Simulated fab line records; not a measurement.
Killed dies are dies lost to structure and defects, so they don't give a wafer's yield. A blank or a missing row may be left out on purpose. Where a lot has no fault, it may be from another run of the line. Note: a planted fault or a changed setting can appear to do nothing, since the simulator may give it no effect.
The tool behind it: which one? | flow sky130 | Sampling: 11 lots, 33 wafers, 4 of 708 route steps

== WHAT THE GAUGES READ, wafer by wafer ==
SKY_VT_ADJUST_HVTR_TW_MEAS_11.
lot  | measured     | on           | VT_ADJUST_HVTR_TW
L363 | day 9 14:16  | filmMetro-03 | 211.4 211.9 211.8
L364 | day 10 00:08 | filmMetro-02 | 210.0 211.8 210.9
L369 | day 11 10:16 | filmMetro-04 | 211.0 211.2 211.5
L373 | day 12 12:58 | filmMetro-02 | 210.4 210.0 210.3
L374 | day 12 21:31 | filmMetro-03 | 211.1 211.5 210.6
L375 | day 13 04:08 | filmMetro-03 | 214.0 212.6 212.0
L378 | day 13 23:23 | filmMetro-03 | 213.6 212.6 211.7
L379 | day 14 09:43 | filmMetro-04 | 209.3 211.1 209.2
L383 | day 15 17:38 | filmMetro-03 | 230.5 231.3 230.9
L384 | day 16 05:06 | filmMetro-02 | 229.9 228.6 229.0
L385 | day 16 09:04 | filmMetro-03 | 210.2 211.1 211.1

== TOOL THAT RAN EACH LOT (tool first, then ch and the chambers of the sampled wafers, then the start) ==
lot  | SKY_FIELD_ISO_ETCH_14            | SKY_NWELL_RTA_28                | SKY_VT_ADJUST_HVTR_IMPLANT_09
L363 | rieDiel-03 ch 0,1, day 2 06:23   | rtpAnneal-01 ch 0, day 5 09:04  | implanter-03 ch 0, day 9 14:01
L364 | rieDiel-01 ch 0,1,2, day 2 10:23 | rtpAnneal-02 ch 0, day 5 18:33  | implanter-03 ch 0, day 9 23:53
L369 | rieDiel-04 ch 1,2,3, day 3 12:53 | rtpAnneal-01 ch 0, day 6 21:47  | implanter-01 ch 0, day 11 10:01
L373 | rieDiel-01 ch 2,3, day 4 08:29   | rtpAnneal-02 ch 0, day 7 20:22  | implanter-03 ch 0, day 12 12:43
L374 | rieDiel-01 ch 0,1,2, day 4 13:59 | rtpAnneal-01 ch 0, day 8 01:49  | implanter-02 ch 0, day 12 21:18
L375 | rieDiel-03 ch 0,3, day 4 21:18   | rtpAnneal-01 ch 0, day 8 09:05  | implanter-01 ch 0, day 13 03:53
L378 | rieDiel-01 ch 0,1,2, day 5 11:21 | rtpAnneal-01 ch 0, day 9 00:32  | implanter-01 ch 0, day 13 23:08
L379 | rieDiel-04 ch 0,1,3, day 5 15:56 | rtpAnneal-01 ch 0, day 9 09:45  | implanter-02 ch 0, day 14 09:28
L383 | rieDiel-03 ch 0,1,2, day 6 13:51 | rtpAnneal-01 ch 0, day 10 13:41 | implanter-02 ch 0, day 15 17:25
L384 | rieDiel-01 ch 0,1,3, day 6 18:50 | rtpAnneal-02 ch 0, day 10 21:41 | implanter-02 ch 0, day 16 04:52
L385 | rieDiel-03 ch 0,3, day 7 01:17   | rtpAnneal-01 ch 0, day 11 02:28 | implanter-03 ch 0, day 16 08:49
- SKY_FIELD_ISO_ETCH_14: etches BARC in N2/H2, stops on SiO2, time 45.9 s, target depth 60 nm.
- SKY_NWELL_RTA_28: time 30 s.
- SKY_VT_ADJUST_HVTR_IMPLANT_09

== THE ANSWER, worked out from the rows above alone ==
Rule: the usual values come from the lots themselves. The widest of any qualifying gaps counts: lots, ordered by their means at a reading, are off when they make up no more than a third of the lots, leave a main group of 4 or more, and stand apart from it by 3 or more times the standard deviation of that group's means. If all means in a main group match to the digits the tables above print for the reading, that group is not used. Also off: a lot with no number at a reading for which 4 or more lots have one. All remaining lots with rows at the step are treated as sound.
Off: L383, L384, seen at SKY_VT_ADJUST_HVTR_TW_MEAS_11 (VT_ADJUST_HVTR_TW). The main group: mean 211.3, standard deviation 0.94.
A tool fits if, at a process step before that reading, it ran every lot that is off, and no sound lot after the first of them. Those tools and the gauges at SKY_VT_ADJUST_HVTR_TW_MEAS_11 are tried in the same way. One candidate fits, namely implanter-02 at SKY_VT_ADJUST_HVTR_IMPLANT_09. Its last sound lot is L379 (day 14 09:28), its first lot that is off L383 (day 15 17:25): a fault that began between those two fits.

== WHAT THE SIMULATOR PUT IN ==
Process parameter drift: implanter-02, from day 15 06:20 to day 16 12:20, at SKY_VT_ADJUST_HVTR_IMPLANT_09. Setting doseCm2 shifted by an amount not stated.
Lots struck among those shown: L383, L384. The rule above found the same.
